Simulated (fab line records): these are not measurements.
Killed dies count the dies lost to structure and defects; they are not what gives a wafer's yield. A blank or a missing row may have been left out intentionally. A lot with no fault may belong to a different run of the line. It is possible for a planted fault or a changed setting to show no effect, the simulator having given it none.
Struck lot and sound lot, side by side    flow sky130    14 out of 708 route steps
Sound: the wafers L300.3, L300.4, L300.5. Wafers L311.1, L311.4, L311.5 were the ones struck. The cause is given at the end.
For every step that has rows: the tool of each side, followed by ch and its chambers, followed by its first start. Under that, the readings that differ: sound wafers    struck wafers    difference of the means    sigmas: that difference in standard deviations of wafers without a fault.
alike: words and numbers the same on both sides, and readings whose means are apart by under 2 such deviations; not compared: readings that were withheld, readings missing a value for some wafer, numbers with overlapping values and no deviation given by the record, and bounds like >300 which may hide the same value.
A row with sigmas, a row that says differs or no value, or rows on one side alone: a step with any of these is where the two part. Numbers that don't overlap but have no deviation are shown without sigmas and don't part them. A reading missing from all wafers of one side parts the sides only when that side holds two or more wafers.

first, 1 step without rows for these wafers: SKY_VT_ADJUST_HVTP_DEVELOP_06 (develop time 60 s).
SKY_VT_ADJUST_HVTP_CD_MEAS_07 targets a cd of 380 nm.
  sound on cd_sem-02, day 7 20:29; struck on cd_sem-01, day 10 19:17
reading     sound              struck             difference  sigmas
cd_nm (nm)  379.2 376.8 379.9  385.5 386.7 385.9  +7.4        +3
SKY_VT_ADJUST_HVTP_OVL_MEAS_08:
  sound on overlay-02, day 7 20:34; struck on overlay-01, day 10 19:25
  alike: VT_ADJUST_HVTP_OVL
then, 1 step without rows for these wafers: SKY_VT_ADJUST_HVTP_IMPLANT_09.
SKY_VT_ADJUST_HVTP_STRIP_10: strips in O2/N2.
  sound on plasma_asher-04 ch 0,1, day 7 20:47; struck on plasma_asher-04 ch 0,1, day 10 19:36
  alike: drypump_motor_current_A, o2_flow_sccm, oes_product_au, strip_time_to_endpoint_s
  not compared: rf_hours_counter_h
SKY_VT_ADJUST_HVTP_TW_MEAS_11:
  sound on film_metro-02, day 7 20:52; struck on film_metro-02, day 10 19:42
  alike: VT_ADJUST_HVTP_TW
then, 6 steps without rows for these wafers: SKY_VT_ADJUST_LVTN_DEHYDRATE_00 (time 60 s); SKY_VT_ADJUST_LVTN_HMDS_01 (prime time 60 s); SKY_VT_ADJUST_LVTN_COAT_02 (resist thk 3000 nm); SKY_VT_ADJUST_LVTN_SOFTBAKE_03; SKY_VT_ADJUST_LVTN_EXPOSE_04 (exposes mask NWM COMPLEMENT LESS NATIVE, target cd 840 nm); SKY_VT_ADJUST_LVTN_PEB_05.
SKY_VT_ADJUST_LVTN_DEVELOP_06: develop time 60 s.
  struck on litho_track-03, day 11 20:00; sound on litho_track-03 ch 0, day 8 17:00
  no value came back on the struck wafers for chill_plate_temp_C (C), develop_time_s (s); on the sound wafers chill_plate_temp_C (C) reads 22.93 23.03 22.95
SKY_VT_ADJUST_LVTN_OVL_MEAS_07:
  sound on overlay-02, day 8 18:02; struck on overlay-02, day 11 20:23
reading                  sound         struck  difference                     sigmas
VT_ADJUST_LVTN_OVL (nm)  0.5 0.2 -0.5  - - -   no value on the struck wafers  

== WHERE THEY PART ==
Last at SKY_VT_ADJUST_LVTN_OVL_MEAS_07 as far as this record goes, first at SKY_VT_ADJUST_HVTP_CD_MEAS_07.

WHY: what had been put in by the simulator
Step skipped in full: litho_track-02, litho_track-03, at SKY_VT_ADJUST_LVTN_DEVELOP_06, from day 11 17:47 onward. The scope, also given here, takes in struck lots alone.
